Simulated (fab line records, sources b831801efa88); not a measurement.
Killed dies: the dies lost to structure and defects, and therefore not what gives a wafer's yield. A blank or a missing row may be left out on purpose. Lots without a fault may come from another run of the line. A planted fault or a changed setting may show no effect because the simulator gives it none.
fab line records -- flow sky130
record: lots: 6, wafers: 18, last-day: 50
route steps=708 shown DNWELL@42 PWDE@45 NWELL@56 PAD_OPEN@708
lots with no fault: from the same line, run without faults
start-h: hours from the record's opening day to when the first of the lot's shown wafers began -- wait-h: hours since the lot's step before -- " same as the row above -- L1.1+2: several wafers, shown together as one row -- - no value, or no start was given -- * or withheld: withheld -- < > ~ a bound
route shown NAME@n: names a module that has steps shown in the file, with the first one's number in the route -- usual: mean/standard deviation of fault-free wafers -- same: alike in all rows -- chamber/n: place in a boat -- sites: each site's reading -- _std_site: the values' standard deviation -- _edge_site: mean of outer sites minus mean of inner sites -- radius-mm: how far each site lies from the wafer's centre -- mask NAME#n: copy n -- behind: the tool/chamber that last shaped the wafer -- hold: the reason the lot was held/the length of the hold in hours/how it ended -- device: the n, p or np transistor that did not switch -- end of line: the tests these same wafers got at the end of their route -- a step given without rows: its recipe and nothing more -- killed: at the first sort, the dies lost to defects and structure; wafer yield is something else -- map: a wafer's dies, x killed, . not, _ none there
set.NAME: the setting the step ran with; set.NAME@STEP: the setting that earlier step ran with -- model.NAME: the simulator's own value behind a step, which no gauge read
lots seen at some steps along the route; tables by step, rows by wafer
services: a tool's chamber out of use, with start hour (start-h, from the record's first day; less than 0 if before it), hours out, and reason
== steps ==
step: SKY_DNWELL_IMPLANT_07
recipe: species: P, energy-kev: withheld, dose-cm2: withheld, tilt-deg: withheld
step: SKY_DNWELL_STRIP_08
recipe: chemistry: O2/N2, power-w: 1400, pressure-mtorr: 1500, platen-temp-c: withheld, o2-flow-sccm: 3000, n2-flow-sccm: 300, overash-fraction: 0.5
usual: chamber-pressure-mTorr: 1500.1/1.3, drypump-motor-current-A: 5.2/0.32, oes-product-au: 0.722/0.0048, strip-time-to-endpoint-s: 36.90/0.098
lot.wafer,tool,chamber,start-h,wait-h,chamber-pressure-mTorr,drypump-motor-current-A,oes-product-au,rf-hours-counter-h,strip-time-to-endpoint-s
L263.1,plasma-asher-01,1,87.04,0.1,1500.8,4.8,0.725,29,36.74
L263.4,plasma-asher-01,1,87.04,0.1,1500.6,4.9,0.720,-,36.75
L263.5,plasma-asher-01,1,87.04,0.1,1500.2,4.8,0.721,-,36.77
L264.1,plasma-asher-04,0,96.71,0.1,1498.8,5.2,0.724,42,36.93
L264.2,plasma-asher-04,1,96.71,0.1,1499.1,4.8,0.730,42,36.82
L264.6,plasma-asher-04,1,96.71,0.1,1501.4,4.9,0.720,-,36.80
L265.1,plasma-asher-01,1,97.06,0.1,1499.3,4.8,0.715,30,37.01
L265.4,plasma-asher-01,0,97.06,0.1,1501.8,5.7,0.718,-,36.90
L265.5,plasma-asher-01,1,97.06,0.1,1498.5,4.8,0.722,-,36.91
L266.1,plasma-asher-02,0,106.26,0.1,1498.3,5.1,0.717,39,36.78
L266.5,plasma-asher-02,1,106.26,0.1,1498.1,5.6,0.726,-,36.74
L266.6,plasma-asher-02,0,106.26,0.1,1500.2,5.1,0.718,-,36.82
L274.2,plasma-asher-04,1,162.75,0.1,1500.1,4.9,0.722,48,36.80
L274.3,plasma-asher-04,1,162.75,0.1,1496.9,4.9,0.711,-,36.85
L274.5,plasma-asher-04,1,162.75,0.1,1497.6,4.9,0.711,-,36.83
L277.1,plasma-asher-04,1,172.65,0.1,1498.9,4.9,0.728,49,36.85
L277.3,plasma-asher-04,0,172.65,0.1,1501.1,5.2,0.714,-,36.91
L277.5,plasma-asher-04,0,172.65,0.1,1502.3,5.2,0.720,-,36.89
step: SKY_DNWELL_TW_MEAS_09
usual: DNWELL_TW: 1115/7.8
lot.wafer,tool,chamber,start-h,wait-h,DNWELL_TW
L263.1,film-metro-03,-,87.14,0.1,1122
L263.4,film-metro-03,-,87.14,0.1,1122
L263.5,film-metro-03,-,87.14,0.1,1124
L264.1,film-metro-02,-,96.81,0.1,1109
L264.2,film-metro-02,-,96.81,0.1,1116
L264.6,film-metro-02,-,96.81,0.1,1111
L265.1,film-metro-04,-,97.16,0.1,1118
L265.4,film-metro-04,-,97.16,0.1,1117
L265.5,film-metro-04,-,97.16,0.1,1117
L266.1,film-metro-02,-,106.35,0.1,1110
L266.5,film-metro-02,-,106.35,0.1,1116
L266.6,film-metro-02,-,106.35,0.1,1112
L274.2,film-metro-02,-,162.86,0.1,1104
L274.3,film-metro-02,-,162.86,0.1,1104
L274.5,film-metro-02,-,162.86,0.1,1111
L277.1,film-metro-02,-,172.75,0.1,1103
L277.3,film-metro-02,-,172.75,0.1,1099
L277.5,film-metro-02,-,172.75,0.1,1101
step: SKY_PWDE_DEHYDRATE_00
recipe: temp-c: 200, time-s: 60
step: SKY_PWDE_HMDS_01
recipe: prime-time-s: 60, prime-temp-c: 120
step: SKY_PWDE_COAT_02
recipe: spin-rpm: 2000, resist-thk-nm: 3000
step: SKY_PWDE_SOFTBAKE_03
recipe: temp-c: 110, time-s: withheld
step: SKY_PWDE_EXPOSE_04
recipe: mask-id: PWDEM, na: 0.6, source-shape: conventional, sigma-outer: 0.6, polarization: unpolarized, target-cd-nm: 840, dose-mj: 214
step: SKY_PWDE_PEB_05
recipe: temp-c: 115, time-s: withheld
step: SKY_PWDE_DEVELOP_06
recipe: wall-angle-deg: 90, developer: TMAH, develop-time-s: 60, dev-temp-c: 23
step: SKY_PWDE_OVL_MEAS_07
usual: PWDE_OVL: -0.2/1.4
lot.wafer,tool,chamber,start-h,wait-h,PWDE_OVL[nm]
L263.1,overlay-01,-,105.16,-,0.5
L263.4,overlay-01,-,105.16,-,0.7
L263.5,overlay-01,-,105.16,-,0.1
L264.1,overlay-01,-,114.59,-,0.4
L264.2,overlay-01,-,114.59,-,-1.3
L264.6,overlay-01,-,114.59,-,0.5
L265.1,overlay-01,-,115.18,-,0.0
L265.4,overlay-01,-,115.18,-,-1.2
L265.5,overlay-01,-,115.18,-,1.2
L266.1,overlay-01,-,123.63,-,-0.7
L266.5,overlay-01,-,123.63,-,0.3
L266.6,overlay-01,-,123.63,-,0.7
L274.2,overlay-02,-,183.23,-,0.6
L274.3,overlay-02,-,183.23,-,0.8
L274.5,overlay-02,-,183.23,-,-0.7
L277.1,overlay-01,-,192.88,-,-0.5
L277.3,overlay-01,-,192.88,-,0.7
L277.5,overlay-01,-,192.88,-,-1.1
step: SKY_PWDE_IMPLANT_08
recipe: species: B, energy-kev: 150, dose-cm2: 3.6e+12, tilt-deg: withheld
step: SKY_PWDE_STRIP_09
recipe: chemistry: O2/N2, power-w: 1400, pressure-mtorr: 1500, platen-temp-c: withheld, o2-flow-sccm: 3000, n2-flow-sccm: 300, overash-fraction: 0.5
usual: chamber-pressure-mTorr: 1499.9/1.4, drypump-motor-current-A: 5.5/0.46, oes-product-au: 0.723/0.0045, strip-time-to-endpoint-s: 36.88/0.11
lot.wafer,tool,chamber,start-h,wait-h,chamber-pressure-mTorr,drypump-motor-current-A,oes-product-au,rf-hours-counter-h,strip-time-to-endpoint-s
L263.1,plasma-asher-02,0,105.34,0.1,1498.0,5.1,0.719,39,36.76
L263.4,plasma-asher-02,0,105.34,0.1,1500.3,5.1,0.721,-,36.85
L263.5,plasma-asher-02,1,105.34,0.1,1499.5,5.6,0.727,-,36.79
L264.1,plasma-asher-01,1,114.77,0.1,1499.0,4.8,0.719,32,36.87
L264.2,plasma-asher-01,0,114.77,0.1,1500.8,5.7,0.718,32,36.83
L264.6,plasma-asher-01,0,114.77,0.1,1502.1,5.7,0.723,-,36.85
L265.1,plasma-asher-03,0,115.36,0.1,1498.8,6.3,0.726,41,37.00
L265.4,plasma-asher-03,1,115.36,0.1,1500.4,5.8,0.731,-,36.93
L265.5,plasma-asher-03,1,115.36,0.1,1500.3,5.8,0.721,-,37.00
L266.1,plasma-asher-02,1,123.81,0.1,1499.5,5.6,0.723,1,36.83
L266.5,plasma-asher-02,1,123.81,0.1,1500.2,5.6,0.720,-,36.97
L266.6,plasma-asher-02,0,123.81,0.1,1500.3,5.1,0.726,-,36.93
L274.2,plasma-asher-01,0,183.41,0.1,1500.8,5.7,0.730,39,36.84
L274.3,plasma-asher-01,1,183.41,0.1,1500.9,4.8,0.720,-,36.83
L274.5,plasma-asher-01,0,183.41,0.1,1500.9,5.7,0.719,-,36.93
L277.1,plasma-asher-01,1,193.06,0.1,1501.2,4.8,0.730,39,36.77
L277.3,plasma-asher-01,0,193.06,0.1,1500.3,5.7,0.728,-,36.66
L277.5,plasma-asher-01,1,193.06,0.1,1501.5,4.8,0.720,-,36.80
step: SKY_PWDE_TW_MEAS_10
usual: PWDE_TW: 375/3.1
lot.wafer,tool,chamber,start-h,wait-h,PWDE_TW
L263.1,film-metro-03,-,105.44,0.1,376
L263.4,film-metro-03,-,105.44,0.1,377
L263.5,film-metro-03,-,105.44,0.1,378
L264.1,film-metro-04,-,114.87,0.1,376
L264.2,film-metro-04,-,114.87,0.1,377
L264.6,film-metro-04,-,114.87,0.1,376
L265.1,film-metro-03,-,115.46,0.1,380
L265.4,film-metro-03,-,115.46,0.1,379
L265.5,film-metro-03,-,115.46,0.1,378
L266.1,film-metro-03,-,123.91,0.1,376
L266.5,film-metro-03,-,123.91,0.1,376
L266.6,film-metro-03,-,123.91,0.1,377
L274.2,film-metro-04,-,183.52,0.1,377
L274.3,film-metro-04,-,183.52,0.1,374
L274.5,film-metro-04,-,183.52,0.1,375
L277.1,film-metro-03,-,193.16,0.1,379
L277.3,film-metro-03,-,193.16,0.1,379
L277.5,film-metro-03,-,193.16,0.1,377
step: SKY_NWELL_DEHYDRATE_03
recipe: temp-c: 200, time-s: 60
step: SKY_NWELL_HMDS_04
recipe: prime-time-s: 60, prime-temp-c: 120
step: SKY_NWELL_COAT_05
recipe: spin-rpm: 2000, resist-thk-nm: 3000
step: SKY_NWELL_SOFTBAKE_06
recipe: temp-c: 110, time-s: withheld
step: SKY_NWELL_EXPOSE_07
recipe: mask-id: NWM, na: 0.6, source-shape: conventional, sigma-outer: 0.6, polarization: unpolarized, target-cd-nm: 840, dose-mj: 255
step: SKY_NWELL_PEB_08
recipe: temp-c: 115, time-s: withheld
step: SKY_NWELL_DEVELOP_09
recipe: wall-angle-deg: 90, developer: TMAH, develop-time-s: 60, dev-temp-c: 23
step: SKY_NWELL_OVL_MEAS_10
usual: NWELL_00_OVL: -0.6/1.2
lot.wafer,tool,chamber,start-h,wait-h,NWELL_00_OVL[nm]
L263.1,overlay-02,-,123.61,-,-0.1
L263.4,overlay-02,-,123.61,-,-0.9
L263.5,overlay-02,-,123.61,-,-2.1
L264.1,overlay-01,-,132.11,-,-0.4
L264.2,overlay-01,-,132.11,-,-1.6
L264.6,overlay-01,-,132.11,-,-1.5
L265.1,overlay-01,-,132.88,-,-1.4
L265.4,overlay-01,-,132.88,-,-1.0
L265.5,overlay-01,-,132.88,-,-1.6
L266.1,overlay-02,-,142.65,-,-2.3
L266.5,overlay-02,-,142.65,-,-1.2
L266.6,overlay-02,-,142.65,-,0.1
L274.2,overlay-02,-,204.05,-,-2.2
L274.3,overlay-02,-,204.05,-,0.5
L274.5,overlay-02,-,204.05,-,-0.4
L277.1,overlay-02,-,215.02,-,0.2
L277.3,overlay-02,-,215.02,-,0.2
L277.5,overlay-02,-,215.02,-,-1.4
step: SKY_NWELL_IMPLANT_11
recipe: species: P, energy-kev: 400, dose-cm2: 1.9e+13, tilt-deg: withheld
step: SKY_NWELL_IMPLANT_12
recipe: species: P, energy-kev: 120, dose-cm2: 1.3e+12, tilt-deg: withheld
step: SKY_NWELL_IMPLANT_13
recipe: species: P, energy-kev: 50, dose-cm2: 7e+11, tilt-deg: withheld
step: SKY_NWELL_STRIP_14
recipe: chemistry: O2/N2, power-w: 1400, pressure-mtorr: 1500, platen-temp-c: withheld, o2-flow-sccm: 3000, n2-flow-sccm: 300, overash-fraction: 0.5
usual: chamber-pressure-mTorr: 1500.0/1.4, drypump-motor-current-A: 5.6/0.55, oes-product-au: 0.723/0.0039, strip-time-to-endpoint-s: 36.92/0.12
lot.wafer,tool,chamber,start-h,wait-h,chamber-pressure-mTorr,drypump-motor-current-A,oes-product-au,rf-hours-counter-h,strip-time-to-endpoint-s
L263.1,plasma-asher-01,0,124.09,0.1,1500.6,5.7,0.718,33,36.92
L263.4,plasma-asher-01,0,124.09,0.1,1500.1,5.7,0.716,-,36.98
L263.5,plasma-asher-01,1,124.09,0.1,1499.7,4.8,0.719,-,36.93
L264.1,plasma-asher-04,0,132.59,0.1,1500.6,5.2,0.723,45,37.00
L264.2,plasma-asher-04,1,132.59,0.1,1500.6,4.9,0.720,45,37.04
L264.6,plasma-asher-04,1,132.59,0.1,1501.2,4.9,0.719,-,37.06
L265.1,plasma-asher-03,0,133.36,0.1,1500.2,6.3,0.721,43,36.80
L265.4,plasma-asher-03,0,133.36,0.1,1499.3,6.3,0.721,-,36.90
L265.5,plasma-asher-03,1,133.36,0.1,1499.6,5.8,0.727,-,36.84
L266.1,plasma-asher-03,1,143.14,0.1,1499.5,5.8,0.725,44,36.88
L266.5,plasma-asher-03,1,143.14,0.1,1499.9,5.8,0.726,-,36.78
L266.6,plasma-asher-03,0,143.14,0.1,1498.6,6.3,0.721,-,36.83
L274.2,plasma-asher-01,1,204.53,0.1,1499.7,4.9,0.728,41,37.01
L274.3,plasma-asher-01,1,204.53,0.1,1501.0,4.8,0.725,-,36.91
L274.5,plasma-asher-01,0,204.53,0.1,1502.2,5.7,0.729,-,37.07
L277.1,plasma-asher-03,1,215.51,0.1,1500.2,5.8,0.716,51,36.76
L277.3,plasma-asher-03,1,215.51,0.1,1498.6,5.8,0.714,-,36.69
L277.5,plasma-asher-03,1,215.51,0.1,1500.9,5.8,0.727,-,36.92
step: SKY_NWELL_TW_MEAS_15
usual: NWELL_TW: 1820/15
lot.wafer,tool,chamber,start-h,wait-h,NWELL_TW
L263.1,film-metro-04,-,124.19,0.1,1835
L263.4,film-metro-04,-,124.19,0.1,1835
L263.5,film-metro-04,-,124.19,0.1,1828
L264.1,film-metro-03,-,132.69,0.1,1824
L264.2,film-metro-03,-,132.69,0.1,1831
L264.6,film-metro-03,-,132.69,0.1,1830
L265.1,film-metro-03,-,133.46,0.1,1829
L265.4,film-metro-03,-,133.46,0.1,1826
L265.5,film-metro-03,-,133.46,0.1,1832
L266.1,film-metro-04,-,143.24,0.1,1818
L266.5,film-metro-04,-,143.24,0.1,1819
L266.6,film-metro-04,-,143.24,0.1,1821
L274.2,film-metro-04,-,204.64,0.1,1824
L274.3,film-metro-04,-,204.64,0.1,1836
L274.5,film-metro-04,-,204.64,0.1,1839
L277.1,film-metro-03,-,215.61,0.1,1843
L277.3,film-metro-03,-,215.61,0.1,1829
L277.5,film-metro-03,-,215.61,0.1,1831
step: SKY_NWELL_DEHYDRATE_16
recipe: temp-c: 200, time-s: 60
step: SKY_NWELL_HMDS_17
recipe: prime-time-s: 60, prime-temp-c: 120
step: SKY_NWELL_COAT_18
recipe: spin-rpm: 2000, resist-thk-nm: 3000
step: SKY_NWELL_SOFTBAKE_19
recipe: temp-c: 110, time-s: withheld
step: SKY_NWELL_EXPOSE_20
recipe: mask-id: NWM_COMPLEMENT, na: 0.6, source-shape: conventional, sigma-outer: 0.6, polarization: unpolarized, target-cd-nm: 840, dose-mj: 260
step: SKY_NWELL_PEB_21
recipe: temp-c: 115, time-s: withheld
step: SKY_NWELL_DEVELOP_22
recipe: wall-angle-deg: 90, developer: TMAH, develop-time-s: 60, dev-temp-c: 23
step: SKY_NWELL_OVL_MEAS_23
usual: NWELL_01_OVL: -0.3/1.4
lot.wafer,tool,chamber,start-h,wait-h,NWELL_01_OVL[nm]
L263.1,overlay-01,-,142.82,-,-0.3
L263.4,overlay-01,-,142.82,-,-1.4
L263.5,overlay-01,-,142.82,-,-0.3
L264.1,overlay-01,-,150.53,-,1.9
L264.2,overlay-01,-,150.53,-,0.9
L264.6,overlay-01,-,150.53,-,0.0
L265.1,overlay-01,-,150.88,-,-1.0
L265.4,overlay-01,-,150.88,-,0.8
L265.5,overlay-01,-,150.88,-,-1.1
L266.1,overlay-02,-,162.48,-,0.7
L266.5,overlay-02,-,162.48,-,-1.2
L266.6,overlay-02,-,162.48,-,2.2
L274.2,overlay-01,-,227.13,-,-1.5
L274.3,overlay-01,-,227.13,-,-1.2
L274.5,overlay-01,-,227.13,-,0.1
L277.1,overlay-02,-,237.98,-,0.3
L277.3,overlay-02,-,237.98,-,0.2
L277.5,overlay-02,-,237.98,-,-1.5
step: SKY_NWELL_IMPLANT_24
recipe: species: B, energy-kev: 140, dose-cm2: 9.2e+12, tilt-deg: withheld
step: SKY_NWELL_STRIP_25
recipe: chemistry: O2/N2, power-w: 1400, pressure-mtorr: 1500, platen-temp-c: withheld, o2-flow-sccm: 3000, n2-flow-sccm: 300, overash-fraction: 0.5
usual: chamber-pressure-mTorr: 1500.1/1.3, drypump-motor-current-A: 5.5/0.54, oes-product-au: 0.722/0.0045, strip-time-to-endpoint-s: 36.90/0.1
lot.wafer,tool,chamber,start-h,wait-h,chamber-pressure-mTorr,drypump-motor-current-A,oes-product-au,rf-hours-counter-h,strip-time-to-endpoint-s
L263.1,plasma-asher-04,1,143.01,0.1,1501.2,4.9,0.720,47,36.86
L263.4,plasma-asher-04,0,143.01,0.1,1501.9,5.2,0.730,-,36.89
L263.5,plasma-asher-04,1,143.01,0.1,1500.8,4.9,0.723,-,36.82
L264.1,plasma-asher-03,0,150.71,0.1,1500.2,6.3,0.731,45,36.86
L264.2,plasma-asher-03,1,150.71,0.1,1502.0,5.8,0.738,45,36.91
L264.6,plasma-asher-03,1,150.71,0.1,1499.0,5.8,0.726,-,36.93
L265.1,plasma-asher-04,1,151.06,0.1,1498.7,4.9,0.720,47,37.06
L265.4,plasma-asher-04,0,151.06,0.1,1500.4,5.2,0.722,-,36.98
L265.5,plasma-asher-04,0,151.06,0.1,1500.0,5.2,0.724,-,37.02
L266.1,plasma-asher-03,0,162.66,0.1,1499.8,6.3,0.722,46,36.87
L266.5,plasma-asher-03,0,162.66,0.1,1499.6,6.3,0.723,-,36.79
L266.6,plasma-asher-03,1,162.66,0.1,1499.9,5.8,0.733,-,36.81
L274.2,plasma-asher-01,1,227.31,0.1,1499.8,4.8,0.726,43,36.88
L274.3,plasma-asher-01,0,227.31,0.1,1496.3,5.7,0.715,-,36.83
L274.5,plasma-asher-01,1,227.31,0.1,1499.8,4.8,0.720,-,36.84
L277.1,plasma-asher-01,0,238.16,0.1,1500.1,5.7,0.722,44,36.94
L277.3,plasma-asher-01,1,238.16,0.1,1502.1,4.9,0.725,-,36.88
L277.5,plasma-asher-01,0,238.16,0.1,1500.8,5.7,0.721,-,36.80
step: SKY_NWELL_TW_MEAS_26
usual: NWELL_2_TW: 496/3.9
lot.wafer,tool,chamber,start-h,wait-h,NWELL_2_TW
L263.1,film-metro-02,-,143.11,0.1,493
L263.4,film-metro-02,-,143.11,0.1,489
L263.5,film-metro-02,-,143.11,0.1,489
L264.1,film-metro-04,-,150.81,0.1,496
L264.2,film-metro-04,-,150.81,0.1,495
L264.6,film-metro-04,-,150.81,0.1,500
L265.1,film-metro-04,-,151.16,0.1,497
L265.4,film-metro-04,-,151.16,0.1,500
L265.5,film-metro-04,-,151.16,0.1,498
L266.1,film-metro-04,-,162.76,0.1,496
L266.5,film-metro-04,-,162.76,0.1,501
L266.6,film-metro-04,-,162.76,0.1,500
L274.2,film-metro-02,-,227.42,0.1,491
L274.3,film-metro-02,-,227.42,0.1,491
L274.5,film-metro-02,-,227.42,0.1,495
L277.1,film-metro-03,-,238.26,0.1,500
L277.3,film-metro-03,-,238.26,0.1,500
L277.5,film-metro-03,-,238.26,0.1,502
step: SKY_NWELL_CLEAN_27
recipe: chemistry: SC1/SC2, mix: 1:4:20, temp-c: 70, time-s: 150, dry: n2-spin
step: SKY_NWELL_RTA_28
recipe: temp-c: 1050, time-s: 30, idle-temp-c: 650, ramp-up-c-per-s: 150, ramp-down-c-per-s: 90, ambient: N2
usual: chamber-o2-ppm: 2.003/0.025, lamp-power-pct: 25.30/0.053, wafer_temp_C_max: 1054.7/0.89
lot.wafer,tool,chamber,start-h,wait-h,chamber-o2-ppm,lamp-power-pct,wafer_temp_C_max
L263.1,rtp-anneal-01,0,143.22,0.0,1.984,25.28,1056.0
L263.4,rtp-anneal-01,0,143.22,0.0,2.006,25.40,1054.5
L263.5,rtp-anneal-01,0,143.22,0.0,1.967,25.26,1054.6
L264.1,rtp-anneal-01,0,150.92,0.0,2.010,25.32,1054.8
L264.2,rtp-anneal-01,0,150.92,0.0,2.003,25.24,1055.3
L264.6,rtp-anneal-01,0,150.92,0.0,2.005,25.30,1057.1
L265.1,rtp-anneal-01,0,151.28,0.0,1.991,25.39,1054.5
L265.4,rtp-anneal-01,0,151.28,0.0,1.988,25.36,1054.2
L265.5,rtp-anneal-01,0,151.28,0.0,1.996,25.30,1054.1
L266.1,rtp-anneal-02,0,162.88,0.0,2.032,25.30,1054.8
L266.5,rtp-anneal-02,0,162.88,0.0,1.995,25.32,1053.5
L266.6,rtp-anneal-02,0,162.88,0.0,1.989,25.27,1057.6
L274.2,rtp-anneal-02,0,227.54,0.0,2.070,25.27,1055.4
L274.3,rtp-anneal-02,0,227.54,0.0,2.061,25.29,1053.8
L274.5,rtp-anneal-02,0,227.54,0.0,2.048,25.32,1054.7
L277.1,rtp-anneal-02,0,238.37,0.0,2.027,25.36,1056.4
L277.3,rtp-anneal-02,0,238.37,0.0,1.972,25.34,1054.3
L277.5,rtp-anneal-02,0,238.37,0.0,1.984,25.24,1055.8
step: SKY_NWELL_RS_MEAS_29
recipe: thk-meas-gauge: four-point-probe
usual: NWELL_RS: 624.4/1.8
lot.wafer,tool,chamber,start-h,wait-h,NWELL_RS[ohm/sq]
L263.1,film-metro-03,-,143.32,0.1,624.6
L263.4,film-metro-03,-,143.32,0.1,623.5
L263.5,film-metro-03,-,143.32,0.1,623.8
L264.1,film-metro-03,-,151.02,0.1,624.9
L264.2,film-metro-03,-,151.02,0.1,623.7
L264.6,film-metro-03,-,151.02,0.1,622.7
L265.1,film-metro-04,-,151.38,0.1,626.8
L265.4,film-metro-04,-,151.38,0.1,625.3
L265.5,film-metro-04,-,151.38,0.1,625.5
L266.1,film-metro-04,-,162.98,0.1,627.1
L266.5,film-metro-04,-,162.98,0.1,628.9
L266.6,film-metro-04,-,162.98,0.1,626.6
L274.2,film-metro-02,-,227.64,0.1,621.5
L274.3,film-metro-02,-,227.64,0.1,619.9
L274.5,film-metro-02,-,227.64,0.1,625.0
L277.1,film-metro-03,-,238.47,0.1,626.2
L277.3,film-metro-03,-,238.47,0.1,625.5
L277.5,film-metro-03,-,238.47,0.1,625.5
step: SKY_PAD_OPEN_PROBE_99
usual: killed_at_M0_to_M3: 44/7.4, killed_at_M4_up: 3.1/1.8, killed-at-contacts: 25/6, killed-at-front-end: 15/4.4, killed-at-other: 0.3/0.49, killed-dies: 88/10, killed-on-rim: 17/3.6, killed-open: 48/7.4, killed-short: 39/6.3
same: gross-dies: 492, killed-at-back-side: 0
lot.wafer,tool,chamber,start-h,wait-h,killed_at_M0_to_M3,killed_at_M4_up,killed-at-contacts,killed-at-front-end,killed-at-other,killed-dies,killed-on-rim,killed-open,killed-short
L264.1,prober-01,-,1134.27,0.1,46,4,25,9,1,85,16,47,37
L264.2,prober-01,-,1134.32,0.1,49,4,22,14,1,90,16,45,45
L264.6,prober-01,-,1134.52,0.2,38,3,37,13,0,91,21,62,29
L274.2,prober-01,-,1199.21,0.1,41,4,22,50,0,117,29,40,41
L274.5,prober-01,-,1199.36,0.2,39,0,29,53,1,122,27,49,37
L277.3,prober-02,-,1207.91,0.2,48,5,15,50,1,119,29,49,35
killed by level:class
L264.1 LI_CONTACT:geometric-particle:open=11 VIA1:geometric-particle:open=10 VIA2:geometric-particle:open=8 VIA2:geometric-particle:short=6 CONTACT:geometric-particle:short=5 FIELD_ISO:geometric-particle:open=4 LI_CONTACT:geometric-particle:short=4 CONTACT:geometric-particle:open=4
L264.2 METAL1:geometric-particle:short=8 LI_CONTACT:geometric-particle:open=8 VIA1:geometric-particle:open=7 CONTACT:geometric-particle:open=6 VIA3:geometric-particle:short=6 VIA2:geometric-particle:short=6 METAL2:geometric-particle:short=6 CONTACT:geometric-particle:short=5
L264.6 VIA3:geometric-particle:open=13 LI_CONTACT:geometric-particle:open=12 CONTACT:geometric-particle:open=11 VIA2:geometric-particle:open=9 VIA1:geometric-particle:open=8 CONTACT:geometric-particle:short=7 FIELD_ISO:geometric-particle:open=6 LI_CONTACT:geometric-particle:short=3
L274.2 PWDE:unspecified=35 VIA1:geometric-particle:open=9 VIA3:geometric-particle:open=8 POLY_GATE:geometric-particle:short=6 LOCAL_INTERCONNECT:geometric-particle:short=6 LI_CONTACT:geometric-particle:open=4 CONTACT:geometric-particle:short=4 VIA2:geometric-particle:short=4
L274.5 PWDE:unspecified=35 CONTACT:geometric-particle:open=15 METAL1:geometric-particle:short=7 VIA1:geometric-particle:open=7 VIA2:geometric-particle:open=6 FIELD_ISO:geometric-particle:short=5 LI_CONTACT:geometric-particle:open=5 CONTACT:geometric-particle:short=5
L277.3 PWDE:unspecified=35 VIA1:geometric-particle:open=12 VIA3:geometric-particle:open=11 VIA1:geometric-particle:short=6 FIELD_ISO:geometric-particle:short=5 LI_CONTACT:geometric-particle:open=5 VIA2:geometric-particle:open=5 CONTACT:geometric-particle:open=4
map L274.5 (x killed, . not)
__________x...xx...x_________
________x.......x....._______
______................x._____
_____xxx.......x.........____
____xxxxxx..........x.....___
___xxxxxxx.........x.......__
__xxxxxxxx.x.......x....xx.._
_.xxxxx.x..x...x...x.....x...
_xxx.xxx..x.x.......x........
_xxx.xx.xxx..........x.......
_.........x.........xx.xx.x..
_.x..........x.....x.x.x..x.x
_........x....xx......x......
_x..x.....x.........x..xx....
_..x...........x.xx...x.....x
__x.x......xx......x..x....._
___xx.......x..............__
____...x.........x.x..x...___
_____x.x...xx.x.xx..x....____
______......x...x.x....._____
________............x._______
__________....x....x_________
map L277.3 (x killed, . not)
__________.x..x....._________
________....x.......x._______
______..x...xx.........x_____
_____xx.xx..x........x...____
____xxxx.......x........x.___
___xxxxxx.x....x....x.....x__
__xxxxxxx...x...xx..x..xx..._
_xxxxxxx.x...x.....x..x......
_xxxxxxx..x....x..x.........x
_.xxx...x............x...x...
_.....x..x.........x.x....x..
_............x..........x.x..
_x..x.x..x..xx..............x
_......x.x.....x.............
_..................x........x
__...x...x.......x.x.....x.._
___........x....x...x...x..__
____.xx..............x.x.x___
_____..x.......x.x.......____
______.....x..x......x.._____
________....xx..x.x..x_______
__________x..x.....x_________
== services ==
tool,chamber,start-h,hours,kind
plasma-asher-02,-,108.75,9.0,pm
plasma-asher-02,0,108.75,9.0,vent-cycle
plasma-asher-02,1,108.75,9.0,vent-cycle
plasma-asher-02,0,117.75,-,clean
plasma-asher-02,1,117.75,-,clean
plasma-asher-02,-,143.17,2.8,pm
plasma-asher-02,-,150.65,0.6,repair
plasma-asher-04,-,154.32,3.3,repair
rtp-anneal-01,-,207.97,0.8,pm
rtp-anneal-02,-,221.62,5.8,pm
plasma-asher-04,-,231.91,2.8,repair
plasma-asher-03,-,232.14,2.8,pm
== key ==
first-sign: step: SKY_PAD_OPEN_PROBE_99, reading: killed-at-front-end, direction: up, sigmas: 8.1, usual: 15, struck: 51
effect: step: SKY_PAD_OPEN_PROBE_99, reading: killed-dies, direction: up, sigmas: 3.1, usual: 88, struck: 119
met-at SKY_PWDE_STRIP_09
struck-wafers L274.2,L274.5,L277.3
tester-left-out L274,L277
onset-between 114.77 183.41
fault: kind: chamber-particle-source, tool: plasma-asher-01, chamber: 0, onset-h: 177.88, steps: SKY_PWDE_STRIP_09, rate-per-visit-cm2: 0.67971, end-h: 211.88
tester-left-out: of these lots the tester's yield and bins aren't shown, on N5 and GAA mostly nor the transistor test; their killed dies are dies lost to structure and defects alone, not to doping, threshold or leakage, so they don't give the yield
